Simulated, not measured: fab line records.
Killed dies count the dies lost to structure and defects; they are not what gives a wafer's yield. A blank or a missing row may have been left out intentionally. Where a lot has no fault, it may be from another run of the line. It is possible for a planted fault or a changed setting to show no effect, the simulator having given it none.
Comparing a struck lot with a sound one :: flow sky130 :: 16 out of 708 route steps
Sound: wafers L489.2, L489.4, L489.5. Struck: wafers L499.1, L499.2, L499.5. The cause is named last.
Order at every step that has rows: each side's tool, ch and its chambers, its first start. Under that, the readings that differ: sound wafers :: struck wafers :: difference of the means :: sigmas: that difference in standard deviations of wafers without a fault.
alike: a reading whose means differ by less than 2 such deviations, as well as words and numbers matching on both sides. not compared: withheld readings; readings where some wafer has no value; bounds like >300 that might hide an equal value; numbers whose values overlap and for which the record gives no deviation.
Wherever a step has rows on one side only, a row that says differs or no value, or a row with sigmas, the two part there. When numbers do not overlap yet have no deviation, they are printed without sigmas and do not part them. Lack of a reading on every wafer of one side parts them only where that side has two or more wafers.

first, 2 steps without rows for these wafers: SKY_METAL4_PEB_11; SKY_METAL4_DEVELOP_12 (develop time 60 s).
SKY_METAL4_CD_MEAS_13: the cd target is 300 nm.
  sound on cd sem-01 at day 44 18:04; struck on cd sem-01 at day 46 16:51
  alike: cd nm
SKY_METAL4_OVL_MEAS_14:
  sound on overlay-02 at day 44 18:10; struck on overlay-02 at day 46 16:58
  alike: METAL4_OVL
SKY_METAL4_DESCUM_15: chemistry O2, time 8 s.
  sound on rie metal-02 ch 0,1, day 44 18:12; struck on rie metal-04 ch 0,1, day 46 17:01
  alike: drypump motor current A, oes product au
  not compared: rf hours counter h
SKY_METAL4_ETCH_16: etches BARC in N2/H2, stops on SiO2, time 88.2 s, target depth 60 nm.
  sound on rie metal-02 ch 0,1, day 44 18:14; struck on rie metal-04 ch 0,1, day 46 17:02
  alike: drypump motor current A, oes product au, throttle valve pct
  not compared: rf hours counter h
SKY_METAL4_ETCH_17: etches SiO2 in C4F8/O2/Ar, stops on TiN, time 3.9 s, target depth 15 nm.
  sound on rie diel-01 ch 2,3, day 44 18:20; struck on rie diel-04 ch 1,3, day 46 17:08
  alike: oes product au
  not compared: rf hours counter h
then, 1 step without rows for these wafers: SKY_METAL4_METAL_ETCH_18 (etches the open film in Cl2/BCl3, stops on SiO2, target depth 845 nm, time 183.1 s).
SKY_METAL4_STRIP_19: strips in O2/N2.
  sound on plasma asher-01 ch 0,1, day 44 18:32; struck on plasma asher-04 ch 0,1, day 46 17:20
  alike: drypump motor current A, oes product au, strip time to endpoint s
  not compared: rf hours counter h
then, 3 steps without rows for these wafers: SKY_METAL4_STRIP_20 (strips in post etch residue remover, time 1200 s); SKY_METAL4_CLEAN_21 (cleans in IPA, time 180 s); SKY_METAL4_CLEAN_22 (cleans in O3/DIW).
SKY_VIA4_HDPCVD_00: deposits SiO2, target thk 1750 nm, time 291.7 s.
  sound on hdpcvd-02 ch 0,1,2, day 44 19:08; struck on hdpcvd-01 ch 0,1,2, day 46 17:56
reading: model.SiO2_of_VIA4_HDPCVD_00.thk nm (nm)
sound: 1747 1770 1740
struck: 825 819.6 828.2
difference: -928
sigmas: 
SKY_VIA4_THK_MEAS_01:
  sound on film metro-04 at day 44 19:19; struck on film metro-04 at day 46 18:07
reading: VIA4_HDPCVD_THK (nm)
sound: 1747 1771 1740
struck: 825 819 828
difference: -929
sigmas: -52
SKY_VIA4_CMP_02: polishes SiO2.
  sound on cmp-01 ch 2,3, day 44 19:22; struck on cmp-01 ch 1,2, day 46 18:13
  alike: motor current A, slurry filter dp kPa
-- the record jumps here: 3 days lie between the struck wafers' starts before and after (it left off in module VIA4 and takes up again in module PAD_OPEN, whose first step shown is number 708 of the route) --
SKY_PAD_OPEN_PROBE_99:
  sound on prober-01 at day 48 12:13; struck on prober-02 at day 50 03:25
reading: model.etest.tester.sort n pass
sound: 417 423 410
struck: 212 242 216
difference: -193
sigmas: 

reading: model.etest.tester.sort yield pct (%)
sound: 84.76 85.98 83.33
struck: 43.09 49.19 43.9
difference: -39.30
sigmas: 

reading: model.etest.tester.sort_bin_3_pct (%)
sound: 0.813 0.6098 1.423
struck: 39.02 33.13 41.06
difference: +36.79
sigmas: 

reading: model.etest.met5 comb.leak log10 a um
sound: -12 -11.98 -11.74
struck: -6.938 -7.205 -7.06
difference: +4.839
sigmas: 

reading: model.etest.tester.sort_bin_8_pct (%)
sound: 0 0 0
struck: 5.722e-06 3.139e-06 1.649e-07
difference: +3.009e-06
sigmas: 
  alike: defect limited yield, killed_at_M0_to_M3, killed_at_M4_up, killed at contacts, killed at front end, killed at other, killed dies, killed open, killed short

== WHERE THEY PART ==
At SKY_VIA4_THK_MEAS_01 and nowhere else, as far as this record goes. Later steps at which nothing parts them and some readings are alike: SKY_VIA4_CMP_02, SKY_PAD_OPEN_PROBE_99.

WHY: whatever the simulator had introduced
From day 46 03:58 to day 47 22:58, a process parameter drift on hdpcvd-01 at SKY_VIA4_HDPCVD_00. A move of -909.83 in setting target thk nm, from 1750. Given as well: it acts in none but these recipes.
